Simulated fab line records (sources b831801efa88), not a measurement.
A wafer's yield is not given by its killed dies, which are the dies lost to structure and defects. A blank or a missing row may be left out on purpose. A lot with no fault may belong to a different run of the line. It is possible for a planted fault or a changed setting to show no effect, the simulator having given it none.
Tool commonality check / flow sky130 / Sample size 13 lots and 39 wafers

REASON IT WAS OPENED
SKY_NWELL_TW_MEAS_26, reading NWELL_2_TW: flagged on 3 of 13 lots. Wafers without a fault read 495, standard deviation 7.
Rule: a lot is flagged when every wafer of it that has a number lies more than 4 standard deviations from that mean, or none has a number. All remaining lots are regarded as sound.

lot=L884; measured=day 5 21:13; on=film metro-04; NWELL_2_TW, wafer by wafer=503 501 501; flag=
lot=L888; measured=day 6 16:43; on=film metro-04; NWELL_2_TW, wafer by wafer=498 504 502; flag=
lot=L891; measured=day 7 07:34; on=film metro-01; NWELL_2_TW, wafer by wafer=860 865 866; flag=FLAGGED
lot=L892; measured=day 7 11:10; on=film metro-04; NWELL_2_TW, wafer by wafer=886 888 898; flag=FLAGGED
lot=L893; measured=day 7 21:01; on=film metro-04; NWELL_2_TW, wafer by wafer=892 897 892; flag=FLAGGED
lot=L897; measured=day 9 01:32; on=film metro-01; NWELL_2_TW, wafer by wafer=489 490 490; flag=
lot=L900; measured=day 9 16:59; on=film metro-01; NWELL_2_TW, wafer by wafer=490 490 487; flag=
lot=L901; measured=day 9 19:08; on=film metro-03; NWELL_2_TW, wafer by wafer=488 487 490; flag=
lot=L902; measured=day 10 03:11; on=film metro-01; NWELL_2_TW, wafer by wafer=492 491 494; flag=
lot=L903; measured=day 10 11:04; on=film metro-04; NWELL_2_TW, wafer by wafer=506 504 503; flag=
lot=L904; measured=day 10 13:45; on=film metro-03; NWELL_2_TW, wafer by wafer=488 489 485; flag=
lot=L905; measured=day 10 22:13; on=film metro-04; NWELL_2_TW, wafer by wafer=500 505 503; flag=
lot=L907; measured=day 11 09:53; on=film metro-03; NWELL_2_TW, wafer by wafer=490 487 488; flag=
Average over the flagged lots: 883; offset from the usual +388, equal to +55 standard deviations.

WHICH TOOL EACH LOT WENT THROUGH
The record keeps 1 process step preceding the reading, out of 708 steps on the route. Cell contents, in order: the tool; ch with the chambers the sampled wafers went through; the start.
lot=L884; flag=; SKY_NWELL_IMPLANT_24=implanter-04 ch 0, day 5 20:59
lot=L888; flag=; SKY_NWELL_IMPLANT_24=implanter-02 ch 0, day 6 16:28
lot=L891; flag=FLAGGED; SKY_NWELL_IMPLANT_24=implanter-01 ch 0, day 7 07:19
lot=L892; flag=FLAGGED; SKY_NWELL_IMPLANT_24=implanter-01 ch 0, day 7 10:55
lot=L893; flag=FLAGGED; SKY_NWELL_IMPLANT_24=implanter-01 ch 0, day 7 20:46
lot=L897; flag=; SKY_NWELL_IMPLANT_24=implanter-02 ch 0, day 9 01:17
lot=L900; flag=; SKY_NWELL_IMPLANT_24=implanter-04 ch 0, day 9 16:46
lot=L901; flag=; SKY_NWELL_IMPLANT_24=implanter-04 ch 0, day 9 18:54
lot=L902; flag=; SKY_NWELL_IMPLANT_24=implanter-04 ch 0, day 10 02:56
lot=L903; flag=; SKY_NWELL_IMPLANT_24=implanter-01 ch 0, day 10 10:49
lot=L904; flag=; SKY_NWELL_IMPLANT_24=implanter-02 ch 0, day 10 13:31
lot=L905; flag=; SKY_NWELL_IMPLANT_24=implanter-02 ch 0, day 10 21:58
lot=L907; flag=; SKY_NWELL_IMPLANT_24=implanter-01 ch 0, day 11 09:38
These steps, and what they do:
- SKY_NWELL_IMPLANT_24
- SKY_NWELL_TW_MEAS_26

FLAGGED OVER TOTAL, TOOL BY TOOL (the gauges that took the reading come last)
step=SKY_NWELL_IMPLANT_24; tool=implanter-01; lots run=5; flagged=3; share of the flagged lots=all; sound lots run after its first flagged lot=2 (L903,L907)
step=SKY_NWELL_IMPLANT_24; tool=implanter-02; lots run=4; flagged=0; share of the flagged lots=none; sound lots run after its first flagged lot=-
step=SKY_NWELL_IMPLANT_24; tool=implanter-04; lots run=4; flagged=0; share of the flagged lots=none; sound lots run after its first flagged lot=-
step=SKY_NWELL_TW_MEAS_26; tool=film metro-01; lots run=4; flagged=1; share of the flagged lots=some; sound lots run after its first flagged lot=3 (L897,L900,L902)
step=SKY_NWELL_TW_MEAS_26; tool=film metro-03; lots run=3; flagged=0; share of the flagged lots=none; sound lots run after its first flagged lot=-
step=SKY_NWELL_TW_MEAS_26; tool=film metro-04; lots run=6; flagged=2; share of the flagged lots=some; sound lots run after its first flagged lot=2 (L903,L905)

WHAT IS ALLOWED BY THE TABLE
All flagged lots share 1 row of the table, namely implanter-01 at SKY_NWELL_IMPLANT_24.
- implanter-01 at SKY_NWELL_IMPLANT_24 ran 5 lots, 3 of them flagged. Sound lots ran on it after the first flagged one (L903, L907), which a lasting fault on the whole tool wouldn't allow. Its own readings lie more than 4 standard deviations out on every wafer of the flagged lots: dose ions cm2, faraday current uA.
Not one row of the table ran every flagged lot while running no sound lot after the first.

WHAT WAS PUT IN BY THE SIMULATOR
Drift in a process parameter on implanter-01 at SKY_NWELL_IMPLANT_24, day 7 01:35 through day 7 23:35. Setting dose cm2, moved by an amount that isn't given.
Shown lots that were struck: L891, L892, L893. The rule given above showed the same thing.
